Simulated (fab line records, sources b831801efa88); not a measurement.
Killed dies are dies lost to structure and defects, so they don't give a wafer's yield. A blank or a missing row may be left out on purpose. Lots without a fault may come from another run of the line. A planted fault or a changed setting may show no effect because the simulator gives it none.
Problem report in the 8D (eight disciplines) form, filled by code | flow sfq_line | the parts of the form that need people (team, actions taken, sign-off) are left out

1. THE PROBLEM
M3_NB_RS at SFQ_M3_RS_MEAS_919 reads a mean of 0.839 ohm/sq on 3 wafers of 2 lots; wafers without a fault read 0.896 ohm/sq with a standard deviation of 0.0092. That is -6.2 standard deviations from the usual mean.
The step: measures by four-point-probe.
First seen on wafer L513.1, day 42 03:47, on film_metro-01. The record holds 42 wafers of 14 lots with a number at this step. Rule for "out", or "out of limits": more than 4 standard deviations from the usual mean. The other wafers with a number count as sound.

2. WHAT IT IS AND WHAT IT IS NOT
question                    | is                     | is not
which readings at this step | M3_NB_RS               | -
which lots                  | L513, L514             | L500, L502, L503, L504, L505, L506, L507, L508, L509, L510, L522, L523
which wafers of those lots  | L513.1, L514.5, L514.6 | L513.2, L513.3, L514.3
read on which gauges        | film_metro-01          | film_metro-02, film_metro-03
when                        | from day 42 03:47      | up to then (32 sound wafers); but 7 sound wafers of L514, L522, L523 came after

3. SUSPECTS, AND WHAT RULES EACH OUT
Counting: a tool at a process step up to the reading stays a suspect if it ran every lot that is out. Sound lots after the first of them don't rule it out here, since some wafers of a struck lot are sound.
- the gauge at SFQ_M3_RS_MEAS_919: ruled out. All the wafers that are out were read on film_metro-01, but those of them that SFQ_TRILAYER_M3_ETCH_METAL_ETCH_078 has rows for are out there too, on other tools.
- pvd_sputter-05 at SFQ_TRILAYER_M3_DEP_SPUTTER_073 (material Nb, target thk 200 nm, time 133.3 s): kept. It ran every lot that is out, first L513 (day 42 03:42); its last sound lot up to then is L510 (day 41 06:06).
Left after counting: pvd_sputter-05 at SFQ_TRILAYER_M3_DEP_SPUTTER_073.

4. THE CAUSE (what the simulator had put in)
Process parameter drift: pvd_sputter-05, from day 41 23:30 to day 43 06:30, at SFQ_TRILAYER_M3_DEP_SPUTTER_073. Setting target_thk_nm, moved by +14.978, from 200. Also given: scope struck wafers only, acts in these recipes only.
Counting left only this tool.

5. THE CHAIN OF EFFECTS, in route order
Each row: a reading whose mean over the struck wafers that have a number lies more than 3 standard deviations from the usual. Only readings for which the record gives a usual standard deviation are gone through. hours: the time from each lot's start at the first step in this table that gives one to its start at this step, as a median over the lots. sigmas: the change in usual standard deviations.
hours | step                                | reading        | usual        | on struck wafers | change | sigmas
0     | SFQ_M3_RS_MEAS_919                  | M3_NB_RS       | 0.896 ohm/sq | 0.839            | -0.057 | -6.2
135   | SFQ_TRILAYER_M3_ETCH_METAL_ETCH_078 | oes_product_au | 0.891 a.u.   | 0.929            | +0.038 | +5.2
The process steps in it:
- SFQ_TRILAYER_M3_ETCH_METAL_ETCH_078: etches Nb in Cl2/Ar, stops on SiO2, target depth 240 nm, time 120 s.

6. WHAT WOULD HAVE CAUGHT IT SOONER
In this record the first reading out of limits at a measuring or inspecting step was taken at day 42 03:47, 4 hours after the fault began at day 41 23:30.
Of the tool readings at SFQ_TRILAYER_M3_DEP_SPUTTER_073 for which the record gives a usual standard deviation, none was out on any struck wafer, so an alarm limit of 4 standard deviations on them would not have fired.
Of the lots that are out (2), L514 began SFQ_TRILAYER_M3_DEP_SPUTTER_073 on pvd_sputter-05 after day 42 03:47. A hold on the tool at that time would have spared it.
